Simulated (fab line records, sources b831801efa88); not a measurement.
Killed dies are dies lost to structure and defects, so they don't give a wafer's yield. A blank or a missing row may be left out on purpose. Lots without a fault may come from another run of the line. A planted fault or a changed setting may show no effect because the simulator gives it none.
Tool commonality check | flow sfq_line | 14 lots, 42 wafers sampled

WHY IT WAS OPENED
At SFQ_R5_OVL_MEAS_935 the reading R5_OVL is flagged on 2 of 14 lots. Wafers without a fault read 2 nm, standard deviation 5.6.
Rule: a lot is flagged when every wafer of it that has a number lies more than 4 standard deviations from that mean, or none has a number. The other lots count as sound.

lot  | measured     | on         | R5_OVL (nm), wafer by wafer | flag
L969 | day 55 14:50 | overlay-02 | 0 -5 0                      |
L970 | day 55 17:14 | overlay-02 | -8 -9 -2                    |
L971 | day 55 18:26 | overlay-02 | -10 -4 4                    |
L972 | day 56 06:33 | overlay-02 | -1 1 1                      |
L973 | day 56 10:02 | overlay-01 | 3 1 -3                      |
L974 | day 56 13:37 | overlay-01 | 4 4 -5                      |
L975 | day 58 13:17 | overlay-01 | 3 7 4                       |
L985 | day 67 14:43 | overlay-01 | 165 165 159                 | FLAGGED
L986 | day 68 20:48 | overlay-01 | 165 165 157                 | FLAGGED
L988 | day 69 12:47 | overlay-02 | -2 3 -1                     |
L989 | day 69 22:34 | overlay-01 | 11 3 4                      |
L990 | day 70 00:31 | overlay-02 | 6 5 3                       |
L991 | day 70 12:02 | overlay-02 | 4 8 14                      |
L992 | day 70 13:14 | overlay-02 | 11 10 10                    |
The numbers of the flagged lots are 163 nm on average: +161 nm against the usual, or +29 standard deviations.

WHICH TOOL RAN EACH LOT
The record holds 1 process step before the reading, out of a route of 325 steps. In each cell: the tool, then ch and the chambers that the sampled wafers went through, then the start.
lot  | flag    | SFQ_TRILAYER_R5_LITHO_EXPOSE_137
L969 |         | krf_scanner-01 ch 0, day 55 13:20
L970 |         | krf_scanner-01 ch 0, day 55 15:44
L971 |         | krf_scanner-01 ch 0, day 55 16:56
L972 |         | krf_scanner-02 ch 0, day 56 05:03
L973 |         | krf_scanner-01 ch 0, day 56 08:55
L974 |         | krf_scanner-01 ch 0, day 56 12:07
L975 |         | krf_scanner-02 ch 0, day 58 11:47
L985 | FLAGGED | krf_scanner-01 ch 0, day 67 13:25
L986 | FLAGGED | krf_scanner-01 ch 0, day 68 19:18
L988 |         | krf_scanner-02 ch 0, day 69 11:17
L989 |         | krf_scanner-02 ch 0, day 69 21:04
L990 |         | krf_scanner-02 ch 0, day 69 23:01
L991 |         | krf_scanner-02 ch 0, day 70 10:32
L992 |         | krf_scanner-02 ch 0, day 70 11:56
What these steps do:
- SFQ_TRILAYER_R5_LITHO_EXPOSE_137: exposes mask R5, target cd 500 nm.
- SFQ_R5_OVL_MEAS_935

FLAGGED OVER TOTAL, TOOL BY TOOL (the gauges that took the reading come last)
step                             | tool           | lots run | flagged | share of the flagged lots | sound lots run after its first flagged lot
SFQ_TRILAYER_R5_LITHO_EXPOSE_137 | krf_scanner-01 | 7        | 2       | all                       | 0
SFQ_TRILAYER_R5_LITHO_EXPOSE_137 | krf_scanner-02 | 7        | 0       | none                      | -
SFQ_R5_OVL_MEAS_935              | overlay-01     | 6        | 2       | all                       | 1 (L989)
SFQ_R5_OVL_MEAS_935              | overlay-02     | 8        | 0       | none                      | -

WHAT THE TABLE ALLOWS
2 rows of the table ran every flagged lot: krf_scanner-01 at SFQ_TRILAYER_R5_LITHO_EXPOSE_137, overlay-01 at SFQ_R5_OVL_MEAS_935.
- krf_scanner-01 at SFQ_TRILAYER_R5_LITHO_EXPOSE_137: 2 of its 7 lots flagged. Its last sound lot is L974 (day 56 12:07), its first flagged lot L985 (day 67 13:25): a fault that began between those two fits.
- overlay-01 at SFQ_R5_OVL_MEAS_935: 2 of its 6 lots flagged. Sound lots ran on it after the first flagged one (L989), which a lasting fault on the whole tool wouldn't allow.
One tool is left: krf_scanner-01 at SFQ_TRILAYER_R5_LITHO_EXPOSE_137.

WHAT THE SIMULATOR HAD PUT IN
Scanner matching overlay: krf_scanner-01, from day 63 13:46 on, at SFQ_TRILAYER_R5_LITHO_EXPOSE_137. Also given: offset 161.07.
Lots struck among those shown: L985, L986. The rule above found the same.
